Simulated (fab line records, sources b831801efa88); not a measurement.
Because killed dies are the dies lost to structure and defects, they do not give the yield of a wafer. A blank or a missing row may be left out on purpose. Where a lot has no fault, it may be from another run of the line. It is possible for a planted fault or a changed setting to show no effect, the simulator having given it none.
2 desks looking at one fault ; flow sky130 ; each desk has only its own numbers; what lay behind them comes last

## TOOL OWNER'S DESK, iline stepper-02
The tool's own readings at SKY_LDD_HVN_EXPOSE_04 (exposes mask HVNTM, target cd 700 nm): means of the sampled wafers that have a number, for each lot that ran on this tool. If a lot's mean is further than 4 standard deviations from the usual mean, the lot is out of limits and carries the mark OUT (the distance appears in the brackets).
Columns: A = focus offset nm at SKY_LDD_HVN_EXPOSE_04, usual 0.0 nm
lot;first seen here;A
L164;day 20 05:28;-0.2
L166;day 21 08:34;0.3
L167;day 21 12:12;-0.2
L169;day 22 13:19;0.2
L181;day 26 23:33;0.8
L182;day 27 06:55;-0.1
L183;day 27 07:01;0.0
L185;day 28 10:10;-0.3
This desk's verdict: no lot among the 8 shows anything out of limits.

## FROM THE METROLOGY DESK
Lot by lot, what the gauges showed, no matter which tool ran the lot: averages of those sampled wafers that carry a number. If a lot's mean is further than 4 standard deviations from the usual mean, the lot is out of limits and carries the mark OUT (the distance appears in the brackets).
Columns: A = cd nm at SKY_POLY_GATE_CD_MEAS_13, usual 150.6 nm; B = cd nm at SKY_POLY_GATE_CD_MEAS_22, usual 150.5 nm; C = LDD_HVN_OVL at SKY_LDD_HVN_OVL_MEAS_07, usual 1.5 nm; D = LDD_HVP_OVL at SKY_LDD_HVP_OVL_MEAS_07, usual 0.1 nm
lot;first seen here;A;B;C;D
L164;day 16 21:23;150.6;151.4;1.7;-0.2
L165;day 17 16:16;151.5;149.1;1.7;0.3
L166;day 17 23:03;148.3;147.4;0.5;1.2
L167;day 18 02:23;150.1;149.3;1.8;-0.6
L169;day 19 05:27;149.8;149.5;1.5;0.9
L175;day 21 03:35;153.1;153.0;-0.6;-1.0
L177;day 21 21:25;151.7;152.5;2.0;0.7
L181;day 23 18:30;150.6;151.8;49.9 (+35) OUT;0.3
L180;day 24 00:28;148.7;149.1;1.5;2.2
L182;day 24 00:47;149.5;149.8;52.4 (+36) OUT;0.4
L183;day 24 02:08;150.6;150.3;53.6 (+37) OUT;1.5
L184;day 24 14:31;151.6;152.3;2.5;0.6
L185;day 25 05:28;152.1;151.5;51.5 (+36) OUT;-0.4
This desk's result: L181, L182, L183, L185 out of limits, first on L181 (LDD_HVN_OVL at SKY_LDD_HVN_OVL_MEAS_07), day 27 13:22. In limits: L164, L165, L166, L167, L169, L175, L177, L180, L184.

## TAKEN TOGETHER
Metrology desk: alarm possible at day 27 13:22 on L181, L182, L183, L185.
The tool owner's desk saw nothing out of limits.
Tool owner's desk: L181, L182, L183, L185 on record, inside its limits.
SKY_LDD_HVN_EXPOSE_04 was run on iline stepper-02 by each of the lots named.

## WHAT THE SIMULATOR HAD INSERTED
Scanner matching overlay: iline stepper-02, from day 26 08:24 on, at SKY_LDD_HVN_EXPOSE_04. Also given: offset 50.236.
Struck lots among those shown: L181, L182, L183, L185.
Time in hours between the start of the fault and the first out-of-limits reading at each desk: metrology desk, 29.
